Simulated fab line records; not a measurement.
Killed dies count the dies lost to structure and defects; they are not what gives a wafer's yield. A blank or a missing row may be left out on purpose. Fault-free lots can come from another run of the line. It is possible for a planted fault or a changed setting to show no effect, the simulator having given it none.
Which tool is to blame? + flow sky130 + 14 lots, 42 wafers sampled, at 3 steps of a route of 708

== WHAT THE GAUGES READ, wafer by wafer ==
No reading from a measuring or inspecting step in the record can be judged against a usual standard deviation.

== TOOL THAT RAN EACH LOT (tool first, then ch and the chambers of the sampled wafers, then the start) ==
| lot  | SKY_METAL4_COAT_08               | SKY_METAL4_STRIP_19                 | SKY_PAD_OPEN_PROBE_99   |
|------|----------------------------------|-------------------------------------|-------------------------|
| L689 | lithoTrack-03 ch 0, day 41 08:00 | plasmaAsher-01 ch 0,1, day 41 21:13 | -                       |
| L690 | lithoTrack-03 ch 0, day 41 16:00 | plasmaAsher-03 ch 0,1, day 42 04:44 | -                       |
| L691 | lithoTrack-01 ch 0, day 42 01:00 | plasmaAsher-01 ch 0,1, day 42 13:40 | -                       |
| L692 | lithoTrack-01 ch 0, day 42 13:00 | plasmaAsher-02 ch 0,1, day 43 02:25 | prober-01, day 46 22:52 |
| L693 | lithoTrack-02 ch 0, day 42 20:00 | plasmaAsher-01 ch 0,1, day 43 08:21 | -                       |
| L699 | lithoTrack-01 ch 0, day 44 07:00 | plasmaAsher-01 ch 0,1, day 44 20:04 | prober-02, day 48 12:10 |
| L700 | lithoTrack-01 ch 0, day 44 16:00 | plasmaAsher-02 ch 1, day 45 04:35   | -                       |
| L703 | lithoTrack-03 ch 0, day 45 08:00 | plasmaAsher-02 ch 0, day 45 20:28   | prober-02, day 49 08:16 |
| L705 | lithoTrack-03 ch 0, day 46 04:00 | plasmaAsher-01 ch 0,1, day 46 15:58 | prober-02, day 49 21:37 |
| L706 | lithoTrack-03 ch 0, day 46 05:00 | plasmaAsher-01 ch 0,1, day 46 16:23 | prober-01, day 49 22:36 |
| L708 | lithoTrack-02 ch 0, day 46 21:00 | plasmaAsher-03 ch 0,1, day 47 08:13 | -                       |
| L709 | lithoTrack-02 ch 0, day 46 22:00 | plasmaAsher-03 ch 0,1, day 47 09:22 | prober-02, day 50 12:49 |
| L710 | lithoTrack-02 ch 0, day 47 05:00 | plasmaAsher-01 ch 0,1, day 47 16:41 | prober-01, day 50 17:58 |
| L712 | lithoTrack-03 ch 0, day 47 11:00 | plasmaAsher-01 ch 0,1, day 47 22:26 | prober-01, day 51 00:58 |
- SKY_METAL4_COAT_08: resist thk 1140 nm.
- SKY_METAL4_STRIP_19: strips in O2/N2.
- SKY_PAD_OPEN_PROBE_99

== WHAT THE TOOLS THEMSELVES READ (means of the sampled wafers that have a number; where no wafer has one, the mark that the record gives instead) ==
SKY_METAL4_COAT_08. Usual: dispensePressureKPa reads 51.2 kPa (standard deviation 1.6).
| lot  | tool          | dispensePressureKPa (kPa) | flag |
|------|---------------|---------------------------|------|
| L689 | lithoTrack-03 | 51.0                      |      |
| L690 | lithoTrack-03 | 51.0                      |      |
| L691 | lithoTrack-01 | 53.8                      |      |
| L692 | lithoTrack-01 | 53.7                      |      |
| L693 | lithoTrack-02 | 49.5                      |      |
| L699 | lithoTrack-01 | 53.7                      |      |
| L700 | lithoTrack-01 | 53.8                      |      |
| L703 | lithoTrack-03 | 51.1                      |      |
| L705 | lithoTrack-03 | 51.1                      |      |
| L706 | lithoTrack-03 | 51.1                      |      |
| L708 | lithoTrack-02 | 49.6                      |      |
| L709 | lithoTrack-02 | 49.5                      |      |
| L710 | lithoTrack-02 | 49.5                      |      |
| L712 | lithoTrack-03 | 51.1                      |      |

SKY_METAL4_STRIP_19. Usual: drypumpMotorCurrentA 5.7 A, standard deviation 0.47; oesProductAu 0.502 a.u., standard deviation 0.007; stripTimeToEndpointS 6.53 s, standard deviation 0.13.
| lot  | tool           | drypumpMotorCurrentA (A) | oesProductAu (a.u.) | stripTimeToEndpointS (s) | flag |
|------|----------------|--------------------------|---------------------|--------------------------|------|
| L689 | plasmaAsher-01 | 5.4                      | 0.501               | 6.41                     |      |
| L690 | plasmaAsher-03 | 6.4                      | 0.497               | 6.47                     |      |
| L691 | plasmaAsher-01 | 5.3                      | 0.496               | 6.46                     |      |
| L692 | plasmaAsher-02 | 5.6                      | 0.494               | 6.41                     |      |
| L693 | plasmaAsher-01 | 5.4                      | 0.500               | 6.48                     |      |
| L699 | plasmaAsher-01 | 5.4                      | 0.540               | 7.46                     | OFF  |
| L700 | plasmaAsher-02 | 5.6                      | 0.543               | 7.45                     | OFF  |
| L703 | plasmaAsher-02 | 5.6                      | 0.500               | 6.39                     |      |
| L705 | plasmaAsher-01 | 5.4                      | 0.501               | 6.59                     |      |
| L706 | plasmaAsher-01 | 5.4                      | 0.506               | 6.58                     |      |
| L708 | plasmaAsher-03 | 6.0                      | 0.504               | 6.66                     |      |
| L709 | plasmaAsher-03 | 6.3                      | 0.501               | 6.39                     |      |
| L710 | plasmaAsher-01 | 5.4                      | 0.496               | 6.40                     |      |
| L712 | plasmaAsher-01 | 5.4                      | 0.506               | 6.60                     |      |

SKY_PAD_OPEN_PROBE_99. Usual: defectLimitedYield 82.6 %, standard deviation 1.9; killed_at_M0_to_M3 42, standard deviation 7; killed_at_M4_up 3.2, standard deviation 1.6; killedAtContacts 24, standard deviation 5.8; killedAtFrontEnd 16, standard deviation 4.3; killedAtOther 0.3, standard deviation 0.62; killedDies 86, standard deviation 9.5; killedOpen 46, standard deviation 6.4; killedShort 39, standard deviation 6.3; sort_bin_3_pad_short 0.9 %, standard deviation 0.43; sort_bin_5_function 10.5 %, standard deviation 1.4; sort_bin_6_memory 6.1 %, standard deviation 1.2; sortNPass 406, standard deviation 9.5; sortYieldPct 82.6 %, standard deviation 1.9.
| lot  | tool      | defectLimitedYield (%) | killed_at_M0_to_M3 | killed_at_M4_up | killedAtContacts | killedAtFrontEnd | killedAtOther | killedDies | killedOpen | killedShort | sort_bin_3_pad_short (%) | sort_bin_5_function (%) | sort_bin_6_memory (%) | sortNPass | sortYieldPct (%) | flag |
|------|-----------|------------------------|--------------------|-----------------|------------------|------------------|---------------|------------|------------|-------------|--------------------------|-------------------------|-----------------------|-----------|------------------|------|
| L692 | prober-01 | 81.9                   | 44                 | 2.0             | 20               | 23               | 0.7           | 89         | 52         | 37          | 0.7                      | 11.7                    | 5.8                   | 403       | 81.9             |      |
| L699 | prober-02 | 82.8                   | 49                 | 2.7             | 18               | 14               | 0.3           | 84         | 46         | 38          | 0.5                      | 11.3                    | 5.4                   | 408       | 82.8             |      |
| L703 | prober-02 | 81.7                   | 40                 | 2.7             | 32               | 15               | 0.3           | 90         | 51         | 38          | 0.7                      | 11.0                    | 6.6                   | 402       | 81.7             |      |
| L705 | prober-02 | 83.0                   | 45                 | 3.0             | 21               | 14               | 0.3           | 84         | 46         | 38          | 0.9                      | 10.4                    | 5.7                   | 408       | 83.0             |      |
| L706 | prober-01 | 83.4                   | 41                 | 2.3             | 25               | 13               | 0.7           | 82         | 44         | 37          | 0.7                      | 10.2                    | 5.7                   | 410       | 83.4             |      |
| L709 | prober-02 | 83.4                   | 43                 | 2.3             | 18               | 18               | 0.3           | 82         | 44         | 38          | 0.3                      | 10.6                    | 5.8                   | 410       | 83.4             |      |
| L710 | prober-01 | 83.5                   | 41                 | 1.7             | 23               | 15               | 0.3           | 81         | 42         | 39          | 0.7                      | 9.3                     | 6.5                   | 411       | 83.5             |      |
| L712 | prober-01 | 84.8                   | 34                 | 3.0             | 26               | 11               | 0.7           | 75         | 40         | 35          | 0.4                      | 8.7                     | 6.0                   | 417       | 84.8             |      |

== THE ANSWER, worked out from the rows above alone ==
Rule: a lot counts as off when the mean over its wafers that have a number is more than 3 standard deviations away from the usual mean. A lot without any number at a reading at which 4 lots or more have one is off too. Where the step has rows for the other lots, those lots are counted as sound. First the gauges in route order, then the tools' own readings, where a lot's mean is used as printed above. At the first step where some lot is off, the reading lying furthest off is the one used; lots without a number count as furthest.
Off: L699, L700, at SKY_METAL4_STRIP_19 (stripTimeToEndpointS).
A tool fits if, at that step or a process step before it, it ran every lot that is off, and no sound lot after the first of them. One candidate fits, namely lithoTrack-01 at SKY_METAL4_COAT_08. Its last sound lot is L692 (day 42 13:00), its first lot that is off L699 (day 44 07:00): a fault that began between those two fits.

== WHAT HAD BEEN PUT IN BY THE SIMULATOR ==
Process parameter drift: lithoTrack-01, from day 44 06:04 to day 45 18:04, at SKY_METAL4_COAT_08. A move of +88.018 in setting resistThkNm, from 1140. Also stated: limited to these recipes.
Struck lots among those shown: L699, L700. This agrees with what the rule above found.
